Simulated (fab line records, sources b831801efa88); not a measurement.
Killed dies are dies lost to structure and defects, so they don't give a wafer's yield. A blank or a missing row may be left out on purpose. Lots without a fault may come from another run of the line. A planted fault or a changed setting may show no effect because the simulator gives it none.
Which tool did it? | flow sky130 | 11 lots, 33 wafers sampled, at 2 steps of a route of 708

WHAT THE GAUGES READ, wafer by wafer
SKY_CONTACT_BOW_MEAS_05.
lot  | measured     | on            | CONTACT_BOW (um)
L691 | day 31 16:46 | film_metro-04 | 91 80 75
L693 | day 32 18:43 | film_metro-04 | 78 83 80
L692 | day 32 19:56 | film_metro-03 | 82 72 75
L695 | day 32 22:04 | film_metro-04 | 81 86 86
L694 | day 33 09:56 | film_metro-01 | 81 89 88
L696 | day 33 19:55 | film_metro-04 | 88 78 92
L697 | day 33 22:53 | film_metro-03 | 90 79 75
L699 | day 34 06:23 | film_metro-01 | 85 82 76
L707 | day 36 10:42 | film_metro-01 | 84 96 86
L710 | day 36 23:17 | film_metro-04 | 80 80 81
L713 | day 37 18:55 | film_metro-04 | 82 99 87

WHICH TOOL RAN EACH LOT (tool, then ch and the chambers of the sampled wafers, then the start)
lot  | SKY_LOCAL_INTERCONNECT_STRIP_15
L691 | plasma_asher-01 ch 0,1, day 31 15:31
L693 | plasma_asher-04 ch 0,1, day 32 17:34
L692 | plasma_asher-04 ch 0, day 32 18:49
L695 | plasma_asher-01 ch 0, day 32 20:48
L694 | plasma_asher-03 ch 0,1, day 33 08:49
L696 | plasma_asher-01 ch 0,1, day 33 18:43
L697 | plasma_asher-04 ch 0,1, day 33 21:37
L699 | plasma_asher-01 ch 0,1, day 34 05:12
L707 | plasma_asher-03 ch 0,1, day 36 09:22
L710 | plasma_asher-01 ch 0, day 36 22:08
L713 | plasma_asher-01 ch 0,1, day 37 17:40
- SKY_LOCAL_INTERCONNECT_STRIP_15: strips in O2/N2.

WHAT THE TOOLS THEMSELVES READ (means of the sampled wafers that have a number; where no wafer has one, the mark that the record gives instead)
SKY_LOCAL_INTERCONNECT_STRIP_15.
lot  | tool            | drypump_motor_current_A (A) | oes_product_au (a.u.) | strip_time_to_endpoint_s (s)
L691 | plasma_asher-01 | 5.6                         | 0.426                 | 4.689
L693 | plasma_asher-04 | 5.5                         | 0.426                 | 4.710
L692 | plasma_asher-04 | 5.2                         | 0.430                 | 4.729
L695 | plasma_asher-01 | 5.3                         | 0.430                 | 4.724
L694 | plasma_asher-03 | 5.8                         | 0.425                 | 4.755
L696 | plasma_asher-01 | 5.6                         | 0.429                 | 4.774
L697 | plasma_asher-04 | 5.5                         | 0.424                 | 4.736
L699 | plasma_asher-01 | 5.6                         | 0.427                 | 4.705
L707 | plasma_asher-03 | 6.0                         | 0.423                 | 4.739
L710 | plasma_asher-01 | 5.2                         | 0.431                 | 4.740
L713 | plasma_asher-01 | 5.6                         | 0.427                 | 4.757

THE ANSWER, worked out from the rows above alone
Rule: what is usual is taken from the lots themselves. Put in order of their means at a reading, lots are off if they are a third of the lots or fewer, leave a main group of 4 or more, and stand apart from it by a gap of 3 or more times the standard deviation of the main group's means; of several such gaps the widest counts. A main group whose means are all the same, to the digits that the tables above print for the reading, isn't used. A lot without any number at a reading at which 4 lots or more have one is off too. The other lots that the step has rows for count as sound. The gauges are gone through in route order, then the tools' own readings, and for those a lot's mean is taken as printed above. The first step at which some lot is off is used, and at that step the reading that is off furthest; a lot without a number counts as furthest.
No lot is off at any reading shown: from this, nothing can be told.

WHAT THE SIMULATOR HAD PUT IN
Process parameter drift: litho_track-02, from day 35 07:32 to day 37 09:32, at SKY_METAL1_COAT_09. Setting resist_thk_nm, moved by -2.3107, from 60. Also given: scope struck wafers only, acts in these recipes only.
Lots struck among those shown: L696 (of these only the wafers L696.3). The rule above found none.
